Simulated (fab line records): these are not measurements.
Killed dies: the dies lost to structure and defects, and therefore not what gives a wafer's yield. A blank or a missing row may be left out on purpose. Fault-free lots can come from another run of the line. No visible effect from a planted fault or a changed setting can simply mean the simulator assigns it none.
What tool caused it? || flow sky130 || at 1 step of a route of 708, 24 lots with 72 wafers sampled

WHAT EACH GAUGE READ, for each wafer
SKY_VIA1_BOW_MEAS_03.
{"lot": "L075", "measured": "day 33 06:48", "on": "film metro-01", "VIA1_BOW (um)": "83 82 83"}
{"lot": "L074", "measured": "day 33 08:37", "on": "film metro-03", "VIA1_BOW (um)": "75 88 76"}
{"lot": "L076", "measured": "day 33 17:56", "on": "film metro-02", "VIA1_BOW (um)": "75 73 80"}
{"lot": "L077", "measured": "day 33 19:49", "on": "film metro-03", "VIA1_BOW (um)": "74 75 92"}
{"lot": "L078", "measured": "day 34 02:26", "on": "film metro-01", "VIA1_BOW (um)": "71 79 86"}
{"lot": "L079", "measured": "day 35 16:13", "on": "film metro-02", "VIA1_BOW (um)": "82 87 88"}
{"lot": "L081", "measured": "day 35 18:09", "on": "film metro-03", "VIA1_BOW (um)": "80 76 77"}
{"lot": "L080", "measured": "day 35 20:29", "on": "film metro-02", "VIA1_BOW (um)": "71 74 77"}
{"lot": "L084", "measured": "day 37 01:23", "on": "film metro-01", "VIA1_BOW (um)": "68 71 85"}
{"lot": "L083", "measured": "day 37 03:37", "on": "film metro-02", "VIA1_BOW (um)": "71 76 67"}
{"lot": "L082", "measured": "day 37 06:19", "on": "film metro-03", "VIA1_BOW (um)": "82 68 78"}
{"lot": "L086", "measured": "day 37 19:41", "on": "film metro-02", "VIA1_BOW (um)": "84 71 71"}
{"lot": "L085", "measured": "day 38 03:30", "on": "film metro-03", "VIA1_BOW (um)": "83 76 77"}
{"lot": "L087", "measured": "day 38 05:57", "on": "film metro-01", "VIA1_BOW (um)": "85 81 76"}
{"lot": "L088", "measured": "day 38 11:44", "on": "film metro-03", "VIA1_BOW (um)": "70 66 80"}
{"lot": "L090", "measured": "day 38 16:42", "on": "film metro-02", "VIA1_BOW (um)": "73 85 93"}
{"lot": "L089", "measured": "day 38 19:19", "on": "film metro-03", "VIA1_BOW (um)": "74 85 74"}
{"lot": "L092", "measured": "day 39 00:50", "on": "film metro-01", "VIA1_BOW (um)": "86 81 75"}
{"lot": "L091", "measured": "day 39 03:59", "on": "film metro-02", "VIA1_BOW (um)": "89 66 80"}
{"lot": "L094", "measured": "day 39 10:25", "on": "film metro-01", "VIA1_BOW (um)": "79 88 86"}
{"lot": "L093", "measured": "day 39 13:41", "on": "film metro-03", "VIA1_BOW (um)": "85 87 85"}
{"lot": "L096", "measured": "day 39 17:49", "on": "film metro-02", "VIA1_BOW (um)": "77 89 77"}
{"lot": "L095", "measured": "day 39 20:45", "on": "film metro-01", "VIA1_BOW (um)": "78 66 78"}
{"lot": "L097", "measured": "day 40 03:21", "on": "film metro-03", "VIA1_BOW (um)": "85 84 83"}

WHAT TOOL EACH LOT RAN ON (gives the tool, then ch and the chambers of the sampled wafers, and finally the start)
The record holds no process step before these readings.

AS READ BY THE TOOLS THEMSELVES (means over the sampled wafers that have a number; for cases with no such wafer, the mark the record gives instead)
The record holds no such reading with a usual standard deviation.

THE ANSWER, worked out from the rows above alone
Rule: usual is defined by the lots themselves. Put in order of their means at a reading, lots are off if they are a third of the lots or fewer, leave a main group of 4 or more, and stand apart from it by a gap of 3 or more times the standard deviation of the main group's means; of several such gaps the widest counts. The tables above print the reading to a certain number of digits; a main group whose means all agree to those digits is not used. A lot without any number at a reading at which 4 lots or more have one is off too. Where the step has rows for the other lots, those lots are counted as sound. Order of review: gauges by route order, followed by the tools' own readings, for which a lot's mean as printed above is used. The first step at which some lot is off is used, and at that step the reading that is off furthest; a lot without a number counts as furthest.
No lot is off on any of the readings shown, so nothing can be concluded from this.

WHAT THE SIMULATOR PUT IN
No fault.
